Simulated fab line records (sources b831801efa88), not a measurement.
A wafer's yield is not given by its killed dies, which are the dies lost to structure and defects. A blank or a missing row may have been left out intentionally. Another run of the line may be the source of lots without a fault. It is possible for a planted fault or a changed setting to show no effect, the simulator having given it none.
Chamber matching || flow gf180mcu || 4 sister chambers for GF_V5_CMP_26 on cmp-02
The step polishes, stops on SiO2, t overpolish 15 s, target thk 0 nm. 4 wafers are shown with their chamber, then 12 later ones without.

WAFERS PAIRED WITH THEIR CHAMBERS
{"wafer": "L090.3", "chamber": 3, "motor_current_A (A)": 10.1}
{"wafer": "L091.1", "chamber": 2, "motor_current_A (A)": 10.8}
{"wafer": "L091.3", "chamber": 0, "motor_current_A (A)": 10.4}
{"wafer": "L091.6", "chamber": 1, "motor_current_A (A)": 12.3}

WAFERS WHOSE CHAMBER IS MISSING
{"wafer": "L092.4", "motor_current_A (A)": 11.1}
{"wafer": "L092.5", "motor_current_A (A)": 12.1}
{"wafer": "L092.6", "motor_current_A (A)": 11.1}
{"wafer": "L094.1", "motor_current_A (A)": 10.5}
{"wafer": "L094.3", "motor_current_A (A)": 10.3}
{"wafer": "L094.4", "motor_current_A (A)": 12.1}
{"wafer": "L095.2", "motor_current_A (A)": 10.9}
{"wafer": "L095.4", "motor_current_A (A)": 11.1}
{"wafer": "L095.6", "motor_current_A (A)": 10.5}
{"wafer": "L096.2", "motor_current_A (A)": 12.6}
{"wafer": "L096.5", "motor_current_A (A)": 10.5}
{"wafer": "L096.6", "motor_current_A (A)": 10.4}

WHICH CHAMBER EACH ONE RAN IN
{"wafer": "L092.4", "from the rows above": "can't be placed: 2 or 0", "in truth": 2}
{"wafer": "L092.5", "from the rows above": 1, "in truth": 1}
{"wafer": "L092.6", "from the rows above": "can't be placed: 2 or 0", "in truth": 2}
{"wafer": "L094.1", "from the rows above": "can't be placed: 0 or 2 or 3", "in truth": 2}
{"wafer": "L094.3", "from the rows above": "can't be placed: 0 or 3 or 2", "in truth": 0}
{"wafer": "L094.4", "from the rows above": 1, "in truth": 1}
{"wafer": "L095.2", "from the rows above": "can't be placed: 2 or 0", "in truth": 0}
{"wafer": "L095.4", "from the rows above": "can't be placed: 2 or 0", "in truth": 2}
{"wafer": "L095.6", "from the rows above": "can't be placed: 0 or 2 or 3", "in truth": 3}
{"wafer": "L096.2", "from the rows above": 1, "in truth": 1}
{"wafer": "L096.5", "from the rows above": "can't be placed: 0 or 2 or 3", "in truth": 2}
{"wafer": "L096.6", "from the rows above": "can't be placed: 0 or 3 or 2", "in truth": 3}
Correct placement for 3 of the 12. Cannot be placed on the basis of these rows: 9; the candidates contain the true chamber in 9. Wrongly placed: 0.
How it was worked out, from the rows above alone: a wafer's distance from a chamber is the root of the sum, over the readings, of the square of ((its reading less the chamber's mean) divided by the reading's scatter). If the next closest chamber is less than 2 further off than the closest, the wafer can't be placed; otherwise it belongs to the closest. A chamber's mean is the mean of its shown wafers. The scatter: root of mean squared gap, hidden wafer to nearest shown wafer, with one shown wafer a chamber.
